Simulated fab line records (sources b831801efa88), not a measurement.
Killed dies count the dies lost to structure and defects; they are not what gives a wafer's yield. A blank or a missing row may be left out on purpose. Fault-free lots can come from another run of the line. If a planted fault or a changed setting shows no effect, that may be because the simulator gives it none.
Split-lot trial -- flow sky130 -- 23 wafers read across 5 lots, on a route 708 steps long

== THE SPLIT ==
At SKY_VIA3_ETCH_14 (etches BARC in N2/H2, stops on SiO2, time 45.9 s, target depth 60 nm), the setting time-s was moved away from the recipe's 45.9 s on 5 of the 23 wafers read, by -12.0% to +4.4%. This setting was run at the recipe's value on the other wafers.

The reading is taken at the split's own step.

== THE READING ==
oes-product-au, in a.u., at SKY_VIA3_ETCH_14 (etches BARC in N2/H2, stops on SiO2, time 45.9 s, target depth 60 nm). Fault-free wafers of this fab line usually give 0.855 a.u., standard deviation 0.005 a.u.

wafer,"tool, chamber at the split","time-s as run, s",against the recipe,"oes-product-au, a.u.",against lot-mates on the recipe
L078.2,"rie-diel-02, 1",45.9,recipe,0.861,-
L078.3,"rie-diel-02, 2",45.9,recipe,0.858,-
L078.6,"rie-diel-02, 2",45.9,recipe,0.861,-
L079.1,"rie-diel-04, 3",45.9,recipe,0.857,-
L079.2,"rie-diel-04, 1",45.9,recipe,0.851,-
L079.4,"rie-diel-04, 0",45.9,recipe,0.858,-
L079.5,"rie-diel-04, 1",45.9,recipe,0.852,-
L079.6,"rie-diel-04, 2",45.9,recipe,0.854,-
L080.1,"rie-diel-04, 3",45.9,recipe,0.855,-
L080.2,"rie-diel-04, 2",45.9,recipe,0.864,-
L080.4,"rie-diel-04, 1",45.9,recipe,0.864,-
L080.5,"rie-diel-04, 1",45.9,recipe,0.858,-
L080.6,"rie-diel-04, 0",45.9,recipe,0.860,-
L081.1,"rie-diel-02, 1",45.9,recipe,0.854,-
L081.2,"rie-diel-02, 3",45.9,recipe,0.847,-
L081.3,"rie-diel-02, 0",40.38,-12.0%,0.913,+0.062
L081.4,"rie-diel-02, 2",40.38,-12.0%,0.915,+0.065
L081.5,"rie-diel-02, 3",40.38,-12.0%,0.929,+0.079
L085.1,"rie-diel-02, 0",45.9,recipe,0.844,-
L085.2,"rie-diel-02, 3",45.9,recipe,0.851,-
L085.3,"rie-diel-02, 1",47.9,+4.4%,0.842,-0.007
L085.4,"rie-diel-02, 2",45.9,recipe,0.853,-
L085.5,"rie-diel-02, 0",47.9,+4.4%,0.851,+0.002

FIT RESULTS
A straight line over all 23 wafers: oes-product-au changes by -0.00492 a.u. for each +1% of time-s; r = -0.96; the points scatter about the line by 0.0069 a.u.
The same after taking each lot's own level away (the mean of its wafers on the recipe; 23 wafers): -0.00514 a.u. for each +1%; r = -0.96; scatter 0.0073 a.u.
The reading moves by 0.062 a.u. for the largest change in time-s, on that fit.
Across the lots, their own levels run from 0.8493 to 0.8602 a.u., a range of 2.2 times the standard deviation given above.
Consequently the slope shifts little with the lot-to-lot level, the two slopes agreeing.
Check: with one of the wafers moved furthest among these (-12.0%) left out of the fit, the line predicts +0.0652 a.u. for it against its lot-mates. Against them it came out at +0.0625 a.u.
Tool readings at the split's step, against how far the setting was moved: oes-product-au r = -0.96.

== THESE WAFERS: OTHER SPLITS ==
Before the reading, these wafers also passed through other splits. Each is held against what the fit with the lots' levels taken away leaves over:
other split on the same wafers,wafers away from the commonest value,r with oes-product-au (lot level and that fit taken away)
SKY_VIA2_ETCH_14 bias-w,7,+0.16
SKY_VIA2_CMP_24 t-overpolish-s,10,+0.12
SKY_CAPM_DEVELOP_11 dev-temp-c,9,+0.22
SKY_METAL3_COAT_08 resist-thk-nm,7,+0.23
SKY_METAL3_ETCH_16 bias-w,6,-0.05
SKY_VIA3_HDPCVD_00 time-s,10,-0.06

== THE FILE'S OWN FIT ==
oes-product-au changes by -0.00509 a.u. for each +1% of time-s, r = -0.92.
